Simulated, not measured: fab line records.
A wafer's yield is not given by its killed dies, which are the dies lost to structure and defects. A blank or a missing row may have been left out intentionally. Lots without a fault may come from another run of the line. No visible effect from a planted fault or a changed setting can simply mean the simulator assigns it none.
fab line records	flow sky130
record lots=13	wafers=37	lastDay=50
route steps=708 shown VIA4@652 METAL5@664 PASSIVATION@681 PAD_OPEN@708
lots with no fault: from the same line, run without faults
startH: start of the lot's first displayed wafer, in hours after the record's first day	waitH: hours from the lot's prior step to this one	" same as the row above	L1.1+2: several wafers, shown together as one row	- either no value or no given start	* or withheld: withheld	< > ~ a bound
route shown NAME@n: NAME is a module with steps in the file, n the number in the route of the first one	usual: mean/standard deviation of fault-free wafers	same: alike in all rows	chamber/n: place in a boat	sites: each site's reading	_std_site: the values' standard deviation	_edge_site: outer sites' mean less inner sites'	radiusMm: for every site, how far away it sits from the centre of the wafer	mask NAME#n: copy n	behind: the last tool/chamber to shape the wafer	hold: cause of the lot's hold/its duration in hours/its outcome	device: whichever transistor did not switch (one of n, p or np)	end of line: tests run on the same wafers once the route is complete	step lacking rows: just its recipe	killed: dies that structure and defects cost at the first sort, which is not the same as the wafer's yield	map: the dies of a wafer, with x for killed, . for not killed, _ for no die there
set.NAME: the setting the step ran with; set.NAME@STEP: the setting that earlier step ran with	model.NAME: the simulator's own value behind a step, which no gauge read
the route's steps for a sample of lots (tables are steps, rows are wafers)
services: the hour from which a tool's chamber was out of use, counted from the record's first day as startH (under 0 if before that day), plus the number of hours and why
## steps
# step SKY_VIA4_STRIP_13
# recipe chemistry=O2/N2	powerW=1400	pressureMtorr=1500	platenTempC=withheld	o2FlowSccm=3000	n2FlowSccm=300	overashFraction=0.5
# usual drypumpMotorCurrentA=5.6/0.3	oesProductAu=0.710/0.0042	stripTimeToEndpointS=12.80/0.039
lot.wafer	tool	chamber	startH	waitH	drypumpMotorCurrentA	oesProductAu	rfHoursCounterH	stripTimeToEndpointS
L505.1	plasmaAsher-01	0	1014.00	-	5.9	0.712	90	12.79
L505.5	"	1	"	"	5.2	0.705	-	12.79
L505.6	"	0	"	"	5.9	0.711	-	12.83
L506.1	plasmaAsher-03	0	1018.12	-	5.7	0.703	117	12.81
L506.3	"	1	"	"	5.7	0.712	-	12.77
L506.5	"	1	"	"	5.7	0.705	-	12.74
L512.3	plasmaAsher-04	1	1059.75	-	5.4	0.698	-	12.88
L512.5	"	0	"	"	6.0	0.703	-	12.83
L512.6	"	1	"	"	5.4	0.711	-	12.77
L514.4	plasmaAsher-04	1	1074.09	-	5.4	0.713	-	12.80
L514.5	"	0	"	"	6.0	0.710	-	12.82
L514.6	"	1	"	"	5.4	0.705	-	12.86
L516.1	plasmaAsher-04	0	1083.06	-	6.1	0.709	33	12.79
L519.2	plasmaAsher-03	0	1116.61	-	5.8	0.710	5	12.75
L519.3	"	1	"	"	5.7	0.705	-	12.83
L519.6	"	0	"	"	5.7	0.709	-	12.78
L521.1	plasmaAsher-01	0	1120.81	-	5.9	0.706	100	12.77
L521.2	"	1	"	"	5.2	0.708	100	12.83
L521.4	"	0	"	"	5.9	0.707	-	12.77
L522.3	plasmaAsher-03	1	1121.79	-	5.7	0.713	-	12.80
L522.4	"	0	"	"	5.7	0.718	-	12.78
L522.5	"	0	"	"	5.7	0.708	-	12.76
L523.1	plasmaAsher-01	1	1121.88	-	5.2	0.710	100	12.76
L523.5	"	1	"	"	5.2	0.710	-	12.74
L523.6	"	0	"	"	5.9	0.715	-	12.73
L524.3	plasmaAsher-01	1	1125.46	-	5.2	0.714	-	12.78
L524.5	"	0	"	"	5.9	0.705	-	12.79
L524.6	"	1	"	"	5.2	0.705	-	12.81
L525.2	plasmaAsher-04	1	1141.18	-	5.4	0.715	38	12.83
L525.4	"	1	"	"	5.5	0.703	-	12.79
L525.5	"	0	"	"	6.1	0.704	-	12.84
L526.4	plasmaAsher-03	0	1143.16	-	5.7	0.711	-	12.82
L526.5	"	0	"	"	5.7	0.710	-	12.83
L526.6	"	1	"	"	5.7	0.707	-	12.83
L527.1	plasmaAsher-03	1	1148.03	-	5.7	0.715	8	12.77
L527.5	"	0	"	"	5.7	0.714	-	12.80
L527.6	"	1	"	"	5.7	0.710	-	12.82
# step SKY_METAL5_SPUTTER_03
# recipe material=Ti	targetThkNm=5	powerW=3000	timeS=3.3	chamberPressurePa=0.4
# usual cathodeDcPowerW=3000.0/0.55	throttleValvePct=29.1/0.52
lot.wafer	tool	chamber	startH	waitH	cathodeDcPowerW	throttleValvePct
L505.1	pvdSputter-01	-	1015.40	0.0	2999.5	28.9
L505.5	"	-	"	"	2999.6	29.0
L505.6	"	-	"	"	2999.8	28.7
L506.1	pvdSputter-03	-	1019.51	0.0	3000.5	28.7
L506.3	"	-	"	"	3000.4	29.7
L506.5	"	-	"	"	3000.9	29.2
L512.3	pvdSputter-01	-	1061.10	0.0	2999.3	28.9
L512.5	"	-	"	"	2999.5	29.0
L512.6	"	-	"	"	3001.2	28.5
L514.4	pvdSputter-03	-	1075.47	0.0	2999.8	29.2
L514.5	"	-	"	"	3000.6	28.8
L514.6	"	-	"	"	3001.4	29.3
L516.1	pvdSputter-03	-	1084.73	0.0	3000.0	28.6
L519.2	pvdSputter-03	-	1118.01	0.0	2998.8	28.9
L519.3	"	-	"	"	2999.8	28.8
L519.6	"	-	"	"	2999.3	28.8
L521.1	pvdSputter-03	-	1122.23	0.0	3000.5	29.1
L521.2	"	-	"	"	3000.5	28.7
L521.4	"	-	"	"	2999.7	29.1
L522.3	pvdSputter-03	-	1123.14	0.0	3000.3	28.5
L522.4	"	-	"	"	2999.3	28.8
L522.5	"	-	"	"	2999.5	28.9
L523.1	pvdSputter-04	-	1123.44	0.0	2999.1	29.1
L523.5	"	-	"	"	2999.3	29.2
L523.6	"	-	"	"	2999.8	29.5
L524.3	pvdSputter-03	-	1126.81	0.0	2999.3	29.1
L524.5	"	-	"	"	2999.6	28.6
L524.6	"	-	"	"	3000.0	28.8
L525.2	pvdSputter-03	-	1143.07	0.0	2999.1	28.9
L525.4	"	-	"	"	3000.1	29.8
L525.5	"	-	"	"	2999.7	29.9
L526.4	pvdSputter-03	-	1144.64	0.0	3000.3	28.7
L526.5	"	-	"	"	2999.7	28.8
L526.6	"	-	"	"	2999.6	29.0
L527.1	pvdSputter-01	-	1149.41	0.0	3000.2	30.8
L527.5	"	-	"	"	2999.7	28.6
L527.6	"	-	"	"	2999.6	28.8
# step SKY_METAL5_METAL_ETCH_15
# recipe targetDepthA=12600	stopOn=SiO2	overEtchFrac=0.2	timeS=252	chemistry=Cl2/BCl3	resistSidewallDeg=86	pressureMtorr=10	icpW=900	biasW=48.5	Cl2_flow_sccm=60	bcl3FlowSccm=30
# usual drypumpMotorCurrentA=5.41/0.29	oesProductAu=0.894/0.0052	throttleValvePct=22.264/0.01
lot.wafer	tool	chamber	startH	waitH	drypumpMotorCurrentA	oesProductAu	rfHoursCounterH	throttleValvePct
L505.1	rieMetal-02	0	1038.33	0.0	5.69	0.886	17	22.260
L505.5	"	0	"	"	5.70	0.895	-	22.255
L505.6	"	1	"	"	5.64	0.891	-	22.258
L506.1	rieMetal-01	1	1041.54	0.0	4.85	0.891	17	22.267
L506.3	"	1	"	"	4.84	0.892	-	22.251
L506.5	"	0	"	"	5.62	0.894	-	22.268
L512.3	rieMetal-04	0	1083.36	0.1	5.36	0.900	-	22.278
L512.5	"	0	"	"	5.37	0.892	-	22.259
L512.6	"	1	"	"	5.29	0.880	-	22.240
L514.4	rieMetal-02	1	1097.36	0.1	5.64	0.895	-	22.273
L514.5	"	0	"	"	5.64	0.893	-	22.251
L514.6	"	1	"	"	5.64	0.889	-	22.241
L516.1	rieMetal-04	0	1105.06	0.0	5.37	0.895	4	22.267
L519.2	rieMetal-02	1	1136.75	0.0	5.62	0.891	19	22.248
L519.3	"	0	"	"	5.69	0.893	-	22.265
L519.6	"	0	"	"	5.71	0.888	-	22.264
L521.1	rieMetal-02	1	1141.18	0.0	5.60	0.894	19	22.277
L521.2	"	0	"	"	5.65	0.899	25	22.246
L521.4	"	0	"	"	5.67	0.904	-	22.254
L522.3	rieMetal-01	1	1141.79	0.2	4.85	0.895	-	22.281
L522.4	"	1	"	"	4.86	0.887	-	22.261
L522.5	"	1	"	"	4.86	0.889	-	22.274
L523.1	rieMetal-02	0	1141.89	0.0	5.70	0.899	25	22.272
L523.5	"	1	"	"	5.63	0.900	-	22.258
L523.6	"	0	"	"	5.66	0.890	-	22.273
L524.3	rieMetal-02	0	1145.76	0.1	5.72	0.898	-	22.285
L524.5	"	1	"	"	5.63	0.888	-	22.262
L524.6	"	0	"	"	5.72	0.894	-	22.241
L525.2	rieMetal-01	1	1160.81	0.1	4.85	0.887	-	22.263
L525.4	"	1	"	"	4.85	0.897	-	22.269
L525.5	"	1	"	"	4.84	0.895	-	22.253
L526.4	rieMetal-04	1	1163.27	0.1	5.32	0.891	-	22.264
L526.5	"	0	"	"	5.36	0.904	-	22.281
L526.6	"	1	"	"	5.29	0.883	-	22.279
L527.1	rieMetal-04	0	1167.68	0.0	5.35	0.894	10	22.254
L527.5	"	1	"	"	5.28	0.892	-	22.260
L527.6	"	0	"	"	5.37	0.894	-	22.259
# step SKY_PASSIVATION_CVD_00
# recipe material=SiO2	targetThkNm=90	tempC=400	timeS=withheld	rfW=600
# usual heaterPowerOuterW=390/72	heaterPowerW=683/88
lot.wafer	tool	chamber	startH	waitH	heaterPowerOuterW	heaterPowerW
L505.1	pecvd-03	1	1039.19	0.0	465	779
L505.5	"	2	"	"	386	692
L505.6	"	1	"	"	468	776
L506.1	pecvd-01	1	1042.37	0.0	373	607
L506.3	"	0	"	"	307	638
L506.5	"	0	"	"	312	636
L512.3	pecvd-02	0	1084.15	0.0	369	694
L512.5	"	2	"	"	419	720
L512.6	"	1	"	"	328	598
L514.4	pecvd-03	2	1098.37	0.0	316	579
L514.5	"	0	"	"	293	556
L514.6	"	1	"	"	449	752
L516.1	pecvd-02	0	1105.96	0.0	425	764
L519.2	pecvd-02	0	1137.67	0.0	428	774
L519.3	"	2	"	"	385	677
L519.6	"	1	"	"	333	589
L521.1	pecvd-01	1	1142.01	0.0	420	658
L521.2	"	0	"	"	308	618
L521.4	"	0	"	"	305	601
L522.3	pecvd-02	0	1143.20	0.0	419	761
L522.4	"	1	"	"	385	643
L522.5	"	2	"	"	421	731
L523.1	pecvd-01	2	1143.20	0.0	544	858
L523.5	"	0	"	"	283	606
L523.6	"	1	"	"	445	664
L524.3	pecvd-02	1	1146.53	0.0	318	581
L524.5	"	1	"	"	330	582
L524.6	"	0	"	"	406	725
L525.2	pecvd-02	1	1161.79	0.0	394	664
L525.4	"	0	"	"	322	631
L525.5	"	1	"	"	399	654
L526.4	pecvd-01	1	1164.03	0.0	422	681
L526.5	"	2	"	"	465	763
L526.6	"	0	"	"	305	613
L527.1	pecvd-03	1	1168.51	0.0	448	756
L527.5	"	1	"	"	459	763
L527.6	"	0	"	"	286	569
# step SKY_PAD_OPEN_PROBE_99
# usual defectLimitedYield=82.4/1.9	killed_at_M0_to_M3=44/6.5	killed_at_M4_up=2.9/1.7	killedAtContacts=24/5.7	killedAtFrontEnd=16/4.4	killedAtOther=0.2/0.48	killedDies=87/9.6	killedOnRim=17/3.8	killedOpen=48/6.7	killedShort=38/6.2
# same grossDies=492	killedAtBackSide=0
lot.wafer	tool	chamber	startH	waitH	defectLimitedYield[%]	killed_at_M0_to_M3	killed_at_M4_up	killedAtContacts	killedAtFrontEnd	killedAtOther	killedDies	killedOnRim	killedOpen	killedShort
L505.1	prober-01	-	1085.79	0.1	82.3	47	2	22	16	0	87	22	45	42
L505.5	prober-01	-	1085.99	0.2	84.8	34	3	15	22	1	75	15	37	38
L505.6	prober-01	-	1086.04	0.2	80.9	55	2	19	18	0	94	14	50	44
L506.1	prober-02	-	1088.71	0.1	82.1	42	2	21	22	1	88	23	43	45
L506.3	prober-02	-	1088.81	0.2	86.4	33	3	18	13	0	67	15	32	35
L506.5	prober-02	-	1088.91	0.2	79.5	40	3	37	21	0	101	18	59	42
L512.3	prober-01	-	1126.83	0.2	75.2	44	46	17	15	0	122	27	44	33
L512.5	prober-01	-	1126.93	0.2	77.6	58	6	28	18	0	110	21	53	57
L512.6	prober-01	-	1126.98	0.2	73.8	40	56	25	8	0	129	31	41	33
L514.4	prober-02	-	1139.93	0.2	73.8	34	56	30	9	0	129	26	41	32
L514.5	prober-02	-	1139.98	0.2	85.0	34	3	20	17	0	74	10	40	33
L514.6	prober-02	-	1140.03	0.2	70.3	43	55	33	15	0	146	24	62	28
L519.2	prober-01	-	1176.22	0.1	81.9	45	3	21	20	0	89	24	45	44
L519.3	prober-01	-	1176.27	0.2	81.1	41	2	29	20	1	93	15	52	40
L519.6	prober-01	-	1176.42	0.2	82.7	46	4	15	20	0	85	18	50	35
L521.1	prober-01	-	1180.36	0.1	81.3	45	3	24	20	0	92	18	47	45
L521.2	prober-01	-	1180.41	0.1	86.4	37	0	19	11	0	67	11	36	31
L521.4	prober-01	-	1180.51	0.2	81.7	53	3	23	11	0	90	18	53	37
L522.3	prober-02	-	1182.19	0.2	85.0	38	0	21	14	1	74	14	42	32
L522.4	prober-02	-	1182.24	0.2	82.9	33	2	30	18	1	84	18	49	35
L522.5	prober-02	-	1182.29	0.2	83.1	44	2	26	11	0	83	21	48	35
L523.1	prober-01	-	1182.29	0.1	83.1	48	2	26	7	0	83	14	50	33
L523.5	prober-01	-	1182.49	0.2	82.7	53	3	17	10	2	85	19	51	32
L523.6	prober-01	-	1182.54	0.2	82.5	45	3	23	15	0	86	18	45	41
L524.3	prober-01	-	1185.58	0.2	81.3	47	2	25	18	0	92	16	38	53
L524.5	prober-01	-	1185.68	0.2	83.1	36	8	19	19	1	83	14	41	41
L524.6	prober-01	-	1185.73	0.2	83.7	39	1	26	14	0	80	21	55	25
L525.2	prober-02	-	1198.19	0.1	82.3	46	4	17	19	1	87	17	58	28
L525.4	prober-02	-	1198.29	0.2	81.1	59	1	15	18	0	93	22	55	38
L525.5	prober-02	-	1198.34	0.2	79.5	51	4	24	22	0	101	16	55	46
L526.4	prober-01	-	1201.08	0.2	84.1	42	3	21	12	0	78	24	39	38
L526.5	prober-01	-	1201.13	0.2	83.1	45	5	20	13	0	83	18	48	34
L526.6	prober-01	-	1201.18	0.2	84.8	48	2	17	8	0	75	20	40	35
L527.1	prober-02	-	1203.73	0.1	81.7	52	3	23	12	0	90	14	48	42
L527.5	prober-02	-	1203.93	0.2	80.5	51	6	22	17	0	96	20	56	40
L527.6	prober-02	-	1203.98	0.2	80.7	54	4	19	18	0	95	20	50	45
# killed by level:class
L505.1 VIA2:geometricParticle:open=11 VIA1:geometricParticle:open=9 CONTACT:geometricParticle:short=7 LI_CONTACT:geometricParticle:open=6 CONTACT:geometricParticle:open=5 METAL1:geometricParticle:short=5 FIELD_ISO:geometricParticle:short=4 LOCAL_INTERCONNECT:geometricParticle:short=4
L505.5 FIELD_ISO:geometricParticle:short=11 CONTACT:geometricParticle:open=7 VIA1:geometricParticle:open=6 FIELD_ISO:geometricParticle:open=5 VIA2:geometricParticle:open=5 METAL1:geometricParticle:short=5 LI_CONTACT:geometricParticle:open=4 VIA1:geometricParticle:short=3
L505.6 VIA1:geometricParticle:open=11 METAL2:geometricParticle:short=10 VIA3:geometricParticle:open=8 VIA2:geometricParticle:open=7 CONTACT:geometricParticle:open=6 FIELD_ISO:geometricParticle:open=5 POLY_GATE:geometricParticle:short=5 VIA1:geometricParticle:short=5
L506.1 VIA1:geometricParticle:open=10 CONTACT:geometricParticle:open=9 FIELD_ISO:geometricParticle:short=7 FIELD_ISO:geometricParticle:open=7 SPACER:geometricParticle:short=7 VIA2:geometricParticle:open=7 VIA1:geometricParticle:short=5 LOCAL_INTERCONNECT:geometricParticle:short=5
L506.3 VIA2:geometricParticle:short=6 FIELD_ISO:geometricParticle:open=5 LI_CONTACT:geometricParticle:open=5 CONTACT:geometricParticle:open=5 METAL1:geometricParticle:short=5 VIA1:geometricParticle:open=5 LOCAL_INTERCONNECT:geometricParticle:short=4 VIA1:geometricParticle:short=4
L506.5 CONTACT:geometricParticle:open=13 VIA1:geometricParticle:open=11 LI_CONTACT:geometricParticle:open=8 FIELD_ISO:geometricParticle:open=7 CONTACT:geometricParticle:short=7 LOCAL_INTERCONNECT:geometricParticle:short=6 VIA2:geometricParticle:open=6 VIA3:geometricParticle:open=6
L512.3 VIA4:unspecified=45 VIA1:geometricParticle:open=11 METAL3:geometricParticle:short=8 FIELD_ISO:geometricParticle:open=6 VIA3:geometricParticle:open=6 LI_CONTACT:geometricParticle:open=5 FIELD_ISO:geometricParticle:short=4 METAL2:geometricParticle:short=4
L512.5 VIA2:geometricParticle:open=12 VIA1:geometricParticle:open=12 CONTACT:geometricParticle:short=8 LI_CONTACT:geometricParticle:short=8 METAL2:geometricParticle:short=7 VIA3:geometricParticle:open=6 FIELD_ISO:geometricParticle:open=5 FIELD_ISO:geometricParticle:short=5
L512.6 VIA4:unspecified=55 VIA1:geometricParticle:open=11 LI_CONTACT:geometricParticle:open=8 CONTACT:geometricParticle:open=8 VIA2:geometricParticle:open=7 LOCAL_INTERCONNECT:geometricParticle:short=6 VIA2:geometricParticle:short=5 METAL2:geometricParticle:short=4
L514.4 VIA4:unspecified=54 VIA1:geometricParticle:open=10 CONTACT:geometricParticle:short=9 LI_CONTACT:geometricParticle:open=9 CONTACT:geometricParticle:open=6 VIA3:geometricParticle:open=6 METAL2:geometricParticle:short=4 VIA2:geometricParticle:open=4
L514.5 CONTACT:geometricParticle:open=12 VIA1:geometricParticle:open=9 VIA3:geometricParticle:open=5 FIELD_ISO:geometricParticle:short=4 VIA3:geometricParticle:short=4 LI_CONTACT:geometricParticle:open=4 CONTACT:geometricParticle:short=4 METAL2:geometricParticle:short=4
L514.6 VIA4:unspecified=55 VIA3:geometricParticle:open=13 CONTACT:geometricParticle:open=11 VIA1:geometricParticle:open=10 LI_CONTACT:geometricParticle:open=8 CONTACT:geometricParticle:short=8 FIELD_ISO:geometricParticle:open=6 VIA1:geometricParticle:short=5
L519.2 VIA1:geometricParticle:open=13 CONTACT:geometricParticle:open=7 VIA2:geometricParticle:open=7 FIELD_ISO:geometricParticle:short=6 METAL1:geometricParticle:short=6 LI_CONTACT:geometricParticle:open=5 POLY_GATE:geometricParticle:short=5 METAL2:geometricParticle:short=5
L519.3 CONTACT:geometricParticle:open=11 METAL2:geometricParticle:short=9 VIA1:geometricParticle:open=8 POLY_GATE:geometricParticle:open=6 LI_CONTACT:geometricParticle:open=6 LOCAL_INTERCONNECT:geometricParticle:short=6 VIA2:geometricParticle:open=6 POLY_GATE:geometricParticle:short=5
L519.6 VIA1:geometricParticle:open=8 METAL2:geometricParticle:short=7 VIA2:geometricParticle:open=7 CONTACT:geometricParticle:open=6 POLY_GATE:geometricParticle:open=6 LI_CONTACT:geometricParticle:open=6 FIELD_ISO:geometricParticle:short=5 FIELD_ISO:geometricParticle:open=5
L521.1 VIA1:geometricParticle:open=11 LI_CONTACT:geometricParticle:open=9 CONTACT:geometricParticle:open=9 METAL2:geometricParticle:short=7 VIA2:geometricParticle:open=7 FIELD_ISO:geometricParticle:short=6 METAL1:geometricParticle:short=6 VIA1:geometricParticle:short=6
L521.2 VIA1:geometricParticle:open=10 CONTACT:geometricParticle:open=8 VIA1:geometricParticle:short=5 METAL2:geometricParticle:short=5 LI_CONTACT:geometricParticle:open=4 METAL1:geometricParticle:short=4 CONTACT:geometricParticle:short=4 VIA2:geometricParticle:open=3
L521.4 VIA1:geometricParticle:open=11 CONTACT:geometricParticle:open=10 VIA3:geometricParticle:open=9 LI_CONTACT:geometricParticle:open=7 METAL1:geometricParticle:short=6 VIA2:geometricParticle:open=6 LOCAL_INTERCONNECT:geometricParticle:short=4 VIA3:geometricParticle:short=4
L522.3 CONTACT:geometricParticle:open=8 LI_CONTACT:geometricParticle:open=6 VIA1:geometricParticle:open=6 VIA2:geometricParticle:open=5 FIELD_ISO:geometricParticle:short=4 POLY_GATE:geometricParticle:open=4 CONTACT:geometricParticle:short=4 METAL1:geometricParticle:short=4
L522.4 CONTACT:geometricParticle:open=13 METAL2:geometricParticle:short=9 VIA3:geometricParticle:open=9 POLY_GATE:geometricParticle:open=7 LI_CONTACT:geometricParticle:open=7 LI_CONTACT:geometricParticle:short=5 POLY_GATE:geometricParticle:short=4 LOCAL_INTERCONNECT:geometricParticle:short=4
L523.1 VIA2:geometricParticle:open=14 CONTACT:geometricParticle:open=10 VIA1:geometricParticle:open=10 LI_CONTACT:geometricParticle:open=7 METAL1:geometricParticle:short=6 METAL3:geometricParticle:short=4 LOCAL_INTERCONNECT:geometricParticle:short=4 VIA1:geometricParticle:short=4
L522.5 LI_CONTACT:geometricParticle:open=10 VIA1:geometricParticle:open=10 CONTACT:geometricParticle:open=9 VIA3:geometricParticle:open=8 METAL3:geometricParticle:short=6 METAL1:geometricParticle:short=6 FIELD_ISO:geometricParticle:short=4 VIA2:geometricParticle:open=4
L523.5 VIA3:geometricParticle:open=13 VIA1:geometricParticle:open=11 VIA2:geometricParticle:open=8 CONTACT:geometricParticle:open=7 METAL2:geometricParticle:short=6 LI_CONTACT:geometricParticle:open=4 METAL1:geometricParticle:short=4 VIA3:geometricParticle:short=4
L523.6 METAL2:geometricParticle:short=11 LI_CONTACT:geometricParticle:open=7 CONTACT:geometricParticle:open=7 VIA1:geometricParticle:open=7 VIA3:geometricParticle:open=7 FIELD_ISO:geometricParticle:short=5 LOCAL_INTERCONNECT:geometricParticle:short=5 FIELD_ISO:geometricParticle:open=4
L524.3 VIA2:geometricParticle:open=10 VIA1:geometricParticle:open=8 VIA1:geometricParticle:short=7 CONTACT:geometricParticle:short=6 METAL2:geometricParticle:short=6 POLY_GATE:geometricParticle:short=5 LOCAL_INTERCONNECT:geometricParticle:short=5 LI_CONTACT:geometricParticle:open=5
L524.5 CONTACT:geometricParticle:open=8 VIA1:geometricParticle:open=8 VIA2:geometricParticle:short=7 METAL4:geometricParticle:short=7 FIELD_ISO:geometricParticle:short=6 FIELD_ISO:geometricParticle:open=5 POLY_GATE:geometricParticle:open=5 METAL2:geometricParticle:short=4
L524.6 CONTACT:geometricParticle:open=12 VIA1:geometricParticle:open=12 VIA2:geometricParticle:open=11 LOCAL_INTERCONNECT:geometricParticle:short=5 LI_CONTACT:geometricParticle:open=4 CONTACT:geometricParticle:short=4 FIELD_ISO:geometricParticle:open=3 FIELD_ISO:geometricParticle:short=3
L525.2 VIA1:geometricParticle:open=15 VIA3:geometricParticle:open=8 POLY_GATE:geometricParticle:open=6 FIELD_ISO:geometricParticle:open=6 CONTACT:geometricParticle:open=6 LI_CONTACT:geometricParticle:open=5 METAL3:geometricParticle:short=5 VIA1:geometricParticle:short=4
L525.4 VIA1:geometricParticle:open=20 VIA1:geometricParticle:short=9 VIA3:geometricParticle:open=7 POLY_GATE:geometricParticle:short=5 LI_CONTACT:geometricParticle:open=5 CONTACT:geometricParticle:open=5 METAL1:geometricParticle:short=4 METAL2:geometricParticle:short=4
L525.5 VIA1:geometricParticle:open=11 VIA3:geometricParticle:open=9 POLY_GATE:geometricParticle:open=8 LI_CONTACT:geometricParticle:open=8 METAL2:geometricParticle:short=8 CONTACT:geometricParticle:open=7 METAL1:geometricParticle:short=7 POLY_GATE:geometricParticle:short=5
L526.4 CONTACT:geometricParticle:open=9 VIA1:geometricParticle:open=9 VIA3:geometricParticle:open=8 METAL1:geometricParticle:short=7 CONTACT:geometricParticle:short=5 METAL2:geometricParticle:short=5 FIELD_ISO:geometricParticle:open=4 VIA1:geometricParticle:short=4
L526.5 VIA1:geometricParticle:open=10 VIA3:geometricParticle:open=9 METAL2:geometricParticle:short=8 CONTACT:geometricParticle:open=7 VIA2:geometricParticle:open=5 FIELD_ISO:geometricParticle:open=4 FIELD_ISO:geometricParticle:short=4 LI_CONTACT:geometricParticle:short=4
L526.6 VIA1:geometricParticle:open=9 VIA3:geometricParticle:open=7 METAL2:geometricParticle:short=6 CONTACT:geometricParticle:open=6 METAL1:geometricParticle:short=6 VIA1:geometricParticle:short=5 METAL3:geometricParticle:short=5 LOCAL_INTERCONNECT:geometricParticle:open=4
L527.1 VIA1:geometricParticle:open=10 VIA3:geometricParticle:open=9 CONTACT:geometricParticle:open=8 METAL2:geometricParticle:short=8 LI_CONTACT:geometricParticle:open=6 METAL1:geometricParticle:short=6 VIA2:geometricParticle:open=5 POLY_CUT:geometricParticle:short=3
L527.5 VIA1:geometricParticle:open=11 CONTACT:geometricParticle:open=9 VIA3:geometricParticle:open=8 LI_CONTACT:geometricParticle:open=8 VIA2:geometricParticle:open=6 METAL3:geometricParticle:short=6 FIELD_ISO:geometricParticle:open=5 FIELD_ISO:geometricParticle:short=4
L527.6 METAL1:geometricParticle:short=10 VIA1:geometricParticle:open=10 CONTACT:geometricParticle:open=9 VIA3:geometricParticle:open=7 LI_CONTACT:geometricParticle:open=6 VIA1:geometricParticle:short=6 FIELD_ISO:geometricParticle:open=5 VIA2:geometricParticle:short=5
## services
tool	chamber	startH	hours	kind
pvdSputter-03	-	993.59	5.8	repair
pvdSputter-01	-	995.95	2.8	repair
rieMetal-02	0	1009.68	8.8	repair
plasmaAsher-01	-	1016.27	2.8	pm
plasmaAsher-03	-	1025.79	4.3	pm
rieMetal-02	-	1038.57	1.4	pm
pvdSputter-01	-	1038.65	2.2	repair
rieMetal-04	-	1048.68	0.5	repair
pecvd-01	-	1050.76	5.5	pm
plasmaAsher-03	-	1055.25	9.0	pm
pecvd-01	2	1057.91	5.0	repair
plasmaAsher-01	-	1058.93	2.5	repair
plasmaAsher-01	-	1059.59	0.4	repair
pecvd-03	-	1061.45	2.8	pm
rieMetal-01	-	1062.25	0.5	repair
pvdSputter-01	-	1070.57	0.9	repair
plasmaAsher-03	-	1072.94	1.0	repair
rieMetal-01	-	1075.48	14.6	pm
plasmaAsher-01	-	1077.17	0.3	repair
plasmaAsher-04	-	1089.46	0.6	repair
pvdSputter-03	-	1126.90	0.8	repair
pecvd-03	-	1143.96	5.5	pm
pecvd-03	1	1150.98	7.6	repair
rieMetal-02	-	1155.72	0.3	repair
## key
firstSign step=SKY_PAD_OPEN_PROBE_99	reading=killed_at_M4_up	direction=up	sigmas=29	usual=2.9	struck=53.2
effect step=SKY_PAD_OPEN_PROBE_99	reading=killedDies	direction=up	sigmas=4.7	usual=87	struck=132
metAt SKY_VIA4_STRIP_13
struckLots L512,L514
struckWafers L512.3,L512.6,L514.4,L514.6
notActingAt SKY_METAL5_SPUTTER_03,SKY_METAL5_METAL_ETCH_15,SKY_PASSIVATION_CVD_00
fault kind=chamberParticleSource	tool=plasmaAsher-04	chamber=1	onsetH=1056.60	steps=SKY_VIA4_STRIP_13	ratePerVisitCm2=1.0936	endH=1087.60
